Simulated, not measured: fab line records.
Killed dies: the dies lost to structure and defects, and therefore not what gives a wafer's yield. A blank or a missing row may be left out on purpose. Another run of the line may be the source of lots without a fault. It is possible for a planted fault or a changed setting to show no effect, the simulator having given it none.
Commonality check across tools | flow gf180mcu | Lots sampled 12, wafers sampled 45

REASON FOR OPENING
GF_PSD_TW_MEAS_11, reading PSD_TW: flagged on 3 of 12 lots. No-fault wafers: 3205, standard deviation 23.
Rule: a lot is flagged when every wafer of it that has a number lies more than 4 standard deviations from that mean, or none has a number. All remaining lots are regarded as sound.

lot  | measured     | on            | PSD_TW, wafer by wafer        | flag
L764 | day 14 02:26 | film_metro-04 | 3214 3211 3210                |
L765 | day 14 11:22 | film_metro-03 | 3214 3228 3236                |
L766 | day 14 22:41 | film_metro-01 | 3180 3165 3165                |
L767 | day 15 02:06 | film_metro-04 | 3184 3203 3200                |
L771 | day 16 12:35 | film_metro-04 | 3215 3210 3212                |
L774 | day 17 17:43 | film_metro-03 | 2131 2124 2134 2120 2133 2136 | FLAGGED
L775 | day 17 23:45 | film_metro-03 | 2130 2142 2133 2142 2121 2108 | FLAGGED
L777 | day 19 03:30 | film_metro-04 | 2106 2103 2124 2108 2124 2132 | FLAGGED
L783 | day 21 10:53 | film_metro-03 | 3243 3249 3242                |
L784 | day 21 14:14 | film_metro-04 | 3211 3202 3222                |
L786 | day 21 21:03 | film_metro-01 | 3167 3177 3172                |
L787 | day 22 09:56 | film_metro-01 | 3175 3179 3178                |
The mean of the flagged lots' numbers is 2125, -1080 from the usual (-47 standard deviations).

EACH LOT AND THE TOOL IT RAN ON
The record holds 3 process steps before the reading, out of a route of 602 steps. In each cell: the tool, then ch and the chambers that the sampled wafers went through, then the start.
lot  | flag    | GF_HV_LDD_STRIP_10                   | GF_PSD_IMPLANT_09               | GF_PSD_STRIP_10
L764 |         | plasma_asher-03 ch 0,1, day 9 22:51  | implanter-01 ch 0, day 14 02:12 | plasma_asher-02 ch 0,1, day 14 02:19
L765 |         | plasma_asher-01 ch 0,1, day 10 06:01 | implanter-02 ch 0, day 14 11:09 | plasma_asher-04 ch 0,1, day 14 11:17
L766 |         | plasma_asher-01 ch 0,1, day 10 15:50 | implanter-02 ch 0, day 14 22:26 | plasma_asher-02 ch 0,1, day 14 22:35
L767 |         | plasma_asher-02 ch 0,1, day 10 21:18 | implanter-01 ch 0, day 15 01:51 | plasma_asher-01 ch 0,1, day 15 02:00
L771 |         | plasma_asher-01 ch 0,1, day 12 02:48 | implanter-02 ch 0, day 16 12:22 | plasma_asher-04 ch 0,1, day 16 12:30
L774 | FLAGGED | plasma_asher-03 ch 0,1, day 13 02:52 | implanter-01 ch 0, day 17 17:28 | plasma_asher-01 ch 0,1, day 17 17:36
L775 | FLAGGED | plasma_asher-03 ch 0,1, day 13 09:14 | implanter-01 ch 0, day 17 23:31 | plasma_asher-04 ch 0,1, day 17 23:38
L777 | FLAGGED | plasma_asher-02 ch 0,1, day 14 05:44 | implanter-01 ch 0, day 19 03:15 | plasma_asher-01 ch 0,1, day 19 03:24
L783 |         | plasma_asher-02 ch 0,1, day 16 05:51 | implanter-01 ch 0, day 21 10:38 | plasma_asher-04 ch 0,1, day 21 10:46
L784 |         | plasma_asher-03 ch 0,1, day 16 09:55 | implanter-01 ch 0, day 21 14:01 | plasma_asher-01 ch 0,1, day 21 14:08
L786 |         | plasma_asher-03 ch 0,1, day 16 16:28 | implanter-03 ch 0, day 21 20:48 | plasma_asher-02 ch 0, day 21 20:57
L787 |         | plasma_asher-03 ch 0,1, day 17 04:07 | implanter-01 ch 0, day 22 09:41 | plasma_asher-04 ch 0,1, day 22 09:49
What is done by these steps:
- GF_HV_LDD_STRIP_10: strips in O2/N2.
- GF_PSD_IMPLANT_09
- GF_PSD_STRIP_10: strips in O2/N2.
- GF_PSD_TW_MEAS_11

FLAGGED AGAINST TOTAL, ONE TOOL AT A TIME (gauges that did the reading follow at the end)
step               | tool            | lots run | flagged | share of the flagged lots | sound lots run after its first flagged lot
GF_HV_LDD_STRIP_10 | plasma_asher-01 | 3        | 0       | none                      | -
GF_HV_LDD_STRIP_10 | plasma_asher-02 | 3        | 1       | some                      | 1 (L783)
GF_HV_LDD_STRIP_10 | plasma_asher-03 | 6        | 2       | some                      | 3 (L784,L786,L787)
GF_PSD_IMPLANT_09  | implanter-01    | 8        | 3       | all                       | 3 (L783,L784,L787)
GF_PSD_IMPLANT_09  | implanter-02    | 3        | 0       | none                      | -
GF_PSD_IMPLANT_09  | implanter-03    | 1        | 0       | none                      | -
GF_PSD_STRIP_10    | plasma_asher-01 | 4        | 2       | some                      | 1 (L784)
GF_PSD_STRIP_10    | plasma_asher-02 | 3        | 0       | none                      | -
GF_PSD_STRIP_10    | plasma_asher-04 | 5        | 1       | some                      | 2 (L783,L787)
GF_PSD_TW_MEAS_11  | film_metro-01   | 3        | 0       | none                      | -
GF_PSD_TW_MEAS_11  | film_metro-03   | 4        | 2       | some                      | 1 (L783)
GF_PSD_TW_MEAS_11  | film_metro-04   | 5        | 1       | some                      | 1 (L784)

WHAT THE TABLE PERMITS
1 row of the table ran every flagged lot: implanter-01 at GF_PSD_IMPLANT_09.
- implanter-01 at GF_PSD_IMPLANT_09 ran 8 lots, 3 of them flagged. Lots that were sound ran on it after the first flagged one (L783, L784, L787); a persistent fault on the entire tool would not allow that. Its own readings (dose_ions_cm2, end_station_pressure_torr, faraday_current_uA) fall more than 4 standard deviations out on all wafers of the flagged lots.
None of the table's rows ran every flagged lot and, after the first, no sound lot.

WHAT THE SIMULATOR HAD PUT IN
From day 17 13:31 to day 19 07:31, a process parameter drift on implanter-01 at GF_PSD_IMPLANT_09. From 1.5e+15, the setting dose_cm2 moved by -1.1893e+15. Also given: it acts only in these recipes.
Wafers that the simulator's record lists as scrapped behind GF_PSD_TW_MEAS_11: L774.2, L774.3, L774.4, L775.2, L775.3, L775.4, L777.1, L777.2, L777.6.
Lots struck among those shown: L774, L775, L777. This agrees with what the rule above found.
